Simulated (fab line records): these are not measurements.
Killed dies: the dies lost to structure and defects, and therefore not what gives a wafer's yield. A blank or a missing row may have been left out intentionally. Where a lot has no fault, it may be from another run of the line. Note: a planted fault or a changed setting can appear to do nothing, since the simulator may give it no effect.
Chamber matching / flow gf180mcu / cmp-01 running GF_CONTACT_CMP_04: 4 sister chambers
The step polishes SiO2. 16 wafers are shown with their chamber, then 8 later ones without.

EACH WAFER AND ITS CHAMBER
wafer=L216.3; chamber=3; motorCurrentA (A)=12.9; timeToEndpointS (s)=113
wafer=L216.4; chamber=2; motorCurrentA (A)=12.1; timeToEndpointS (s)=109
wafer=L216.5; chamber=0; motorCurrentA (A)=11.6; timeToEndpointS (s)=119
wafer=L217.1; chamber=0; motorCurrentA (A)=11.4; timeToEndpointS (s)=100
wafer=L217.2; chamber=3; motorCurrentA (A)=12.8; timeToEndpointS (s)=102
wafer=L217.5; chamber=3; motorCurrentA (A)=13.2; timeToEndpointS (s)=109
wafer=L220.1; chamber=3; motorCurrentA (A)=12.6; timeToEndpointS (s)=114
wafer=L220.2; chamber=1; motorCurrentA (A)=13.1; timeToEndpointS (s)=113
wafer=L220.4; chamber=0; motorCurrentA (A)=11.8; timeToEndpointS (s)=122
wafer=L223.2; chamber=2; motorCurrentA (A)=13.2; timeToEndpointS (s)=104
wafer=L223.4; chamber=0; motorCurrentA (A)=11.6; timeToEndpointS (s)=118
wafer=L223.5; chamber=0; motorCurrentA (A)=12.0; timeToEndpointS (s)=117
wafer=L224.3; chamber=2; motorCurrentA (A)=12.5; timeToEndpointS (s)=98
wafer=L224.5; chamber=0; motorCurrentA (A)=11.9; timeToEndpointS (s)=111
wafer=L224.6; chamber=3; motorCurrentA (A)=12.4; timeToEndpointS (s)=114
wafer=L233.1; chamber=3; motorCurrentA (A)=12.0; timeToEndpointS (s)=106

SIGNATURES, as means of the wafers listed above
reading=motorCurrentA; chamber 0=11.717; chamber 1=13.100; chamber 2=12.600; chamber 3=12.650; scatter within a chamber=0.381
reading=timeToEndpointS; chamber 0=114.50; chamber 1=113.00; chamber 2=103.67; chamber 3=109.67; scatter within a chamber=6.45
Rule: a wafer lies at a distance from a chamber equal to the root of the sum of squares, over the readings, of (its reading less the chamber's mean, divided by the reading's scatter). If the next closest chamber is less than 2 further off than the closest, the wafer can't be placed; otherwise it belongs to the closest. The scatter is the square root of a quotient: the sum, over the shown wafers, of each reading's squared deviation from its chamber's mean, divided by wafers minus chambers.

WAFERS MISSING THEIR CHAMBER
wafer=L233.2; motorCurrentA (A)=11.9; timeToEndpointS (s)=113
wafer=L233.5; motorCurrentA (A)=12.6; timeToEndpointS (s)=112
wafer=L235.1; motorCurrentA (A)=12.4; timeToEndpointS (s)=100
wafer=L235.3; motorCurrentA (A)=13.1; timeToEndpointS (s)=113
wafer=L235.4; motorCurrentA (A)=13.3; timeToEndpointS (s)=115
wafer=L236.2; motorCurrentA (A)=11.5; timeToEndpointS (s)=110
wafer=L236.4; motorCurrentA (A)=12.5; timeToEndpointS (s)=118
wafer=L236.6; motorCurrentA (A)=13.5; timeToEndpointS (s)=112

CHAMBER TAKEN BY EACH
wafer=L233.2; from the rows above=can't be placed: 0 or 3 or 2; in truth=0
wafer=L233.5; from the rows above=can't be placed: 3 or 2 or 1 or 0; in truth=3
wafer=L235.1; from the rows above=can't be placed: 2 or 3 or 1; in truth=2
wafer=L235.3; from the rows above=can't be placed: 1 or 3 or 2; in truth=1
wafer=L235.4; from the rows above=can't be placed: 1 or 3 or 2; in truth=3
wafer=L236.2; from the rows above=0; in truth=0
wafer=L236.4; from the rows above=can't be placed: 3 or 1 or 0 or 2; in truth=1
wafer=L236.6; from the rows above=can't be placed: 1 or 3 or 2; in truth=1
1 of 8 placed correctly. Cannot be placed on the basis of these rows: 7; the candidates contain the true chamber in 7. Wrongly placed: 0.
